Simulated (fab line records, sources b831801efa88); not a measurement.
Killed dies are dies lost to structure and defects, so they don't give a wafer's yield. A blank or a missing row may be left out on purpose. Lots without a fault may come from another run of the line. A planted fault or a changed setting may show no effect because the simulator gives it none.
Tool commonality check | flow gf180mcu | 12 lots, 36 wafers sampled

WHY IT WAS OPENED
At GF_POLY_GATE_THK_MEAS_17 the reading POLY_GATE_OXIDATION_THK is flagged on 3 of 12 lots. Wafers without a fault read 4.01 nm, standard deviation 0.083.
Rule: a lot is flagged when every wafer of it that has a number lies more than 4 standard deviations from that mean, or none has a number. The other lots count as sound.

lot  | measured     | on            | POLY_GATE_OXIDATION_THK (nm), wafer by wafer | flag
L338 | day 9 14:20  | film_metro-01 | 4.08 4.16 4.14                               |
L339 | day 9 22:59  | film_metro-03 | 4.06 3.97 3.94                               |
L340 | day 10 00:13 | film_metro-03 | 4.03 3.89 3.91                               |
L341 | day 10 13:05 | film_metro-03 | 3.95 4.09 4.07                               |
L346 | day 11 22:48 | film_metro-03 | 4.04 3.96 4.04                               |
L348 | day 12 16:58 | film_metro-01 | 4.88 5.04 5.03                               | FLAGGED
L349 | day 12 23:31 | film_metro-03 | 5.00 4.97 4.93                               | FLAGGED
L351 | day 13 10:18 | film_metro-01 | 4.83 4.83 4.93                               | FLAGGED
L356 | day 14 20:47 | film_metro-03 | 3.93 3.89 3.94                               |
L357 | day 15 07:34 | film_metro-04 | 4.06 3.91 4.01                               |
L359 | day 15 18:17 | film_metro-03 | 4.15 4.19 4.18                               |
L360 | day 15 23:05 | film_metro-01 | 4.01 4.03 4.04                               |
The numbers of the flagged lots are 4.94 nm on average: +0.93 nm against the usual, or +11 standard deviations.

WHICH TOOL RAN EACH LOT
The record holds 1 process step before the reading, out of a route of 602 steps. In each cell: the tool, then ch and the chambers that the sampled wafers went through, then the start.
lot  | flag    | GF_POLY_GATE_OXIDATION_16
L338 |         | furnace-01 ch 0, day 9 13:05
L339 |         | furnace-02 ch 0, day 9 21:43
L340 |         | furnace-02 ch 0, day 9 22:58
L341 |         | furnace-01 ch 0, day 10 11:50
L346 |         | furnace-02 ch 0, day 11 21:32
L348 | FLAGGED | furnace-02 ch 0, day 12 15:42
L349 | FLAGGED | furnace-02 ch 0, day 12 22:16
L351 | FLAGGED | furnace-02 ch 0, day 13 09:03
L356 |         | furnace-01 ch 0, day 14 19:32
L357 |         | furnace-01 ch 0, day 15 06:19
L359 |         | furnace-02 ch 0, day 15 17:02
L360 |         | furnace-01 ch 0, day 15 21:49
What these steps do:
- GF_POLY_GATE_OXIDATION_16: stabilise 600 s, purge 300 s, target thk 4 nm.
- GF_POLY_GATE_THK_MEAS_17

FLAGGED OVER TOTAL, TOOL BY TOOL (the gauges that took the reading come last)
step                      | tool          | lots run | flagged | share of the flagged lots | sound lots run after its first flagged lot
GF_POLY_GATE_OXIDATION_16 | furnace-01    | 5        | 0       | none                      | -
GF_POLY_GATE_OXIDATION_16 | furnace-02    | 7        | 3       | all                       | 1 (L359)
GF_POLY_GATE_THK_MEAS_17  | film_metro-01 | 4        | 2       | some                      | 1 (L360)
GF_POLY_GATE_THK_MEAS_17  | film_metro-03 | 7        | 1       | some                      | 2 (L356,L359)
GF_POLY_GATE_THK_MEAS_17  | film_metro-04 | 1        | 0       | none                      | -

WHAT THE TABLE ALLOWS
1 row of the table ran every flagged lot: furnace-02 at GF_POLY_GATE_OXIDATION_16.
- furnace-02 at GF_POLY_GATE_OXIDATION_16: 3 of its 7 lots flagged. Sound lots ran on it after the first flagged one (L359), which a lasting fault on the whole tool wouldn't allow. Its own readings lie more than 4 standard deviations out on every wafer of the flagged lots: spike_tc_bottom_C, spike_tc_centre_C, spike_tc_lower_C, spike_tc_top_C, spike_tc_upper_C, tube_center_temp_C, tube_center_temp_C_max.
No row of the table ran every flagged lot and no sound lot after the first.

WHAT THE SIMULATOR HAD PUT IN
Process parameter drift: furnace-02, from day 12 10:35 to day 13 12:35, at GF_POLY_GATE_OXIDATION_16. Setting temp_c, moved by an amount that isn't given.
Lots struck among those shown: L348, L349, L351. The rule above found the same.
